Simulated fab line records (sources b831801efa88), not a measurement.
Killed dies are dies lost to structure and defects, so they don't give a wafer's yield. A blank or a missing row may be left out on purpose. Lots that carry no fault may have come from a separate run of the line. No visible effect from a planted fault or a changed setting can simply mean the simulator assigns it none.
A struck lot beside a sound one	flow gf180mcu	14 steps out of a route of 602
Sound: the wafers L288.3, L288.4, L288.5. Wafers L290.1, L290.3, L290.4 were the ones struck. Last of all comes the cause.
For every step that has rows: the tool of each side, followed by ch and its chambers, followed by its first start. Under that, the readings that differ: sound wafers	struck wafers	difference of the means	sigmas: that difference in standard deviations of wafers without a fault.
alike: readings with means less than 2 such deviations apart, plus words and numbers identical on both sides. not compared: withheld readings, readings lacking a value on some wafer, bounds such as >300 that could conceal the same value, and numbers that have no deviation in the record and whose values overlap.
Wherever a step has rows on one side only, a row that says differs or no value, or a row with sigmas, the two part there. Numbers that have no deviation but don't overlap get no sigmas and don't part them. A reading missing from all wafers of one side parts the sides only when that side holds two or more wafers.

GF_PSD_STRIP_10: strips in O2/N2.
  sound on plasma asher-03 ch 0,1, day 15 01:28; struck on plasma asher-03 ch 0,1, day 15 18:56
  alike: drypump motor current A, heater power w, oes product au, strip time to endpoint s
  not compared: rf hours counter h
GF_PSD_TW_MEAS_11:
  sound on film metro-01 at day 15 01:33; struck on film metro-01 at day 15 19:02
  alike: PSD_TW
then, 1 step without rows for these wafers: GF_PSD_CLEAN_12 (cleans in SC1/SC2, time 152 s).
GF_PSD_RTA_13: time 20 s.
  sound on rtp anneal-01 ch 0, day 15 01:40; struck on rtp anneal-01 ch 0, day 15 19:08
  alike: anneal temp c max, lamp power pct, wafer_temp_C_max
GF_PSD_RS_MEAS_14: a four-point-probe measurement.
  sound on film metro-02 at day 15 01:47; struck on film metro-03 at day 15 19:13
  alike: NSD_RS
GF_PSD_RS_MEAS_15: a four-point-probe measurement.
  sound on film metro-02 at day 15 01:54; struck on film metro-03 at day 15 19:20
  alike: PSD_RS
GF_SAB_CVD_00: deposits SiO2 from TEOS, target thk 50 nm, time 4.9302 s.
  sound on pecvd-04 ch 0,1, day 15 01:59; struck on pecvd-03 ch 0,1,2, day 15 19:28
reading	sound	struck	difference	sigmas
heater power w (W)	808 676 828	557 612 564	-193	-2
  alike: heater power outer w
GF_SAB_THK_MEAS_01:
  sound on film metro-04 at day 15 02:01; struck on film metro-01 at day 15 19:29
  alike: SAB_CVD_00_THK
then, 4 steps without rows for these wafers: GF_SAB_DEHYDRATE_02 (time 60 s); GF_SAB_HMDS_03 (prime time 60 s); GF_SAB_COAT_04 (resist thk 1000 nm); GF_SAB_SOFTBAKE_05 (time 60 s).
GF_SAB_EXPOSE_06: exposes mask SAB, target cd 420 nm.
  sound on iline stepper-01 ch 0, day 15 13:05; struck on iline stepper-02, day 16 06:51
  no value came back on the struck wafers for exposure dose mJ cm2, focus offset nm (nm); on the sound wafers exposure dose mJ cm2 reads 140.11 139.91 140.10
  alike: mask
then, 1 step without rows for these wafers: GF_SAB_PEB_07.

WHERE THEY PART
At GF_SAB_CVD_00 first; at GF_SAB_EXPOSE_06 last (within this record only).

WHY: the cause the simulator had injected
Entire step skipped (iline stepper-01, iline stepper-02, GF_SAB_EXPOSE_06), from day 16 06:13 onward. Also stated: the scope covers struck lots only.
